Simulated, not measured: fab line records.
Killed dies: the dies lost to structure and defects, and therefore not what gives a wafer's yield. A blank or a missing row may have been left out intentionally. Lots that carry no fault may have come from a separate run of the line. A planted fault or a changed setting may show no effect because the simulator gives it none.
What tool caused it?    flow sky130    14 lots with 42 wafers sampled at 3 steps, on a route of 708 steps

WHAT THE GAUGES SHOWED, per wafer
SKY_VT_ADJUST_HVTR_CD_MEAS_07 targets a cd of 380 nm. Usual: cd-nm at 379.3 nm, with a standard deviation of 2.3.
lot   measured      on         cd-nm (nm)         flag
L623  day 9 03:37   cd-sem-01  378.6 378.3 379.9  
L624  day 9 13:37   cd-sem-02  377.6 375.5 378.7  
L625  day 9 15:52   cd-sem-01  383.1 379.7 380.9  
L626  day 10 02:52  cd-sem-01  377.6 378.9 380.4  
L627  day 10 14:01  cd-sem-01  382.2 381.8 382.1  
L630  day 11 06:18  cd-sem-02  378.8 379.1 378.3  
L631  day 11 12:41  cd-sem-02  382.3 385.0 381.0  
L632  day 12 00:35  cd-sem-01  375.4 378.0 376.7  
L634  day 12 14:13  cd-sem-02  374.4 376.7 377.5  
L639  day 15 01:25  cd-sem-02  385.7 384.4 382.4  
L642  day 15 16:50  cd-sem-02  379.2 377.5 381.6  
L644  day 16 05:43  cd-sem-01  380.4 381.0 380.7  
L645  day 16 09:37  cd-sem-01  378.4 377.5 379.8  
L646  day 18 07:54  cd-sem-01  379.6 380.8 379.4  

SKY_SONOS_ONO_THK_MEAS_05. Usual: SONOS_ONO_CVD_04_THK typically reads 5.74 nm, with standard deviation 0.1.
lot   measured      on             SONOS_ONO_CVD_04_THK (nm)  flag
L623  day 11 07:12  film-metro-02  5.68 5.66 5.86             
L624  day 11 18:10  film-metro-01  5.65 5.69 5.66             
L625  day 11 18:11  film-metro-02  5.75 5.70 5.75             
L626  day 12 09:19  film-metro-02  5.74 5.86 5.88             
L627  day 12 18:34  film-metro-02  5.65 5.67 5.64             
L630  day 13 16:11  film-metro-03  5.63 5.62 5.57             
L631  day 13 19:02  film-metro-01  5.94 5.80 5.95             
L632  day 14 07:08  film-metro-03  5.76 5.59 5.76             
L634  day 15 00:28  film-metro-01  5.69 5.53 5.64             
L639  day 17 14:38  film-metro-02  5.75 5.70 5.79             
L642  day 18 10:28  film-metro-02  5.73 5.76 5.72             
L644  day 18 20:13  film-metro-03  5.74 5.77 5.78             
L645  day 19 04:05  film-metro-01  5.77 5.89 5.79             
L646  day 21 04:05  film-metro-02  5.80 5.80 5.88             

SKY_GATE_OXIDE_THK_MEAS_02. Usual: GATE_OXIDE_OXIDATION_00_THK typically reads 10.34 nm, with standard deviation 0.2.
lot   measured      on             GATE_OXIDE_OXIDATION_00_THK (nm)  flag
L623  day 12 11:25  film-metro-02  10.27 10.20 10.18                 
L624  day 12 19:31  film-metro-02  10.75 10.65 10.64                 
L625  day 12 20:37  film-metro-04  10.29 10.16 10.25                 
L626  day 13 12:14  film-metro-04  10.18 10.19 10.12                 
L627  day 13 21:32  film-metro-04  10.28 10.29 10.17                 
L630  day 14 20:13  film-metro-03  10.47 10.41 10.51                 
L631  day 14 23:41  film-metro-04  10.17 10.37 10.16                 
L632  day 15 12:03  film-metro-04  10.64 10.53 10.66                 
L634  day 16 07:06  film-metro-03  10.38 10.44 10.58                 
L639  day 19 00:13  film-metro-04  10.60 10.59 10.59                 
L642  day 19 18:56  film-metro-02  10.24 10.41 10.28                 
L644  day 20 05:25  film-metro-03  10.00 10.03 10.02                 
L645  day 20 12:53  film-metro-02  10.19 10.05 10.20                 
L646  day 22 13:16  film-metro-03  10.12 10.04 10.14                 

WHAT TOOL EACH LOT RAN ON (gives the tool, then ch and the chambers of the sampled wafers, and finally the start)
There is no process step in the record ahead of these readings.

WHAT THE TOOLS THEMSELVES READ (means of the sampled wafers that have a number; where no wafer has one, the mark that the record gives instead)
The record holds no such reading with a usual standard deviation.

THE ANSWER, worked out from the rows above alone
Rule: a lot is off if the mean of its wafers that have a number lies more than 3 standard deviations from the usual mean. A lot without any number at a reading at which 4 lots or more have one is off too. All remaining lots with rows at the step are treated as sound. After the gauges, taken in route order, come the tools' own readings; for these a lot's mean is taken, as printed above. At the first step where some lot is off, the reading lying furthest off is the one used; lots without a number count as furthest.
No lot is off on any of the readings shown, so nothing can be concluded from this.

WHAT THE SIMULATOR HAD PUT IN
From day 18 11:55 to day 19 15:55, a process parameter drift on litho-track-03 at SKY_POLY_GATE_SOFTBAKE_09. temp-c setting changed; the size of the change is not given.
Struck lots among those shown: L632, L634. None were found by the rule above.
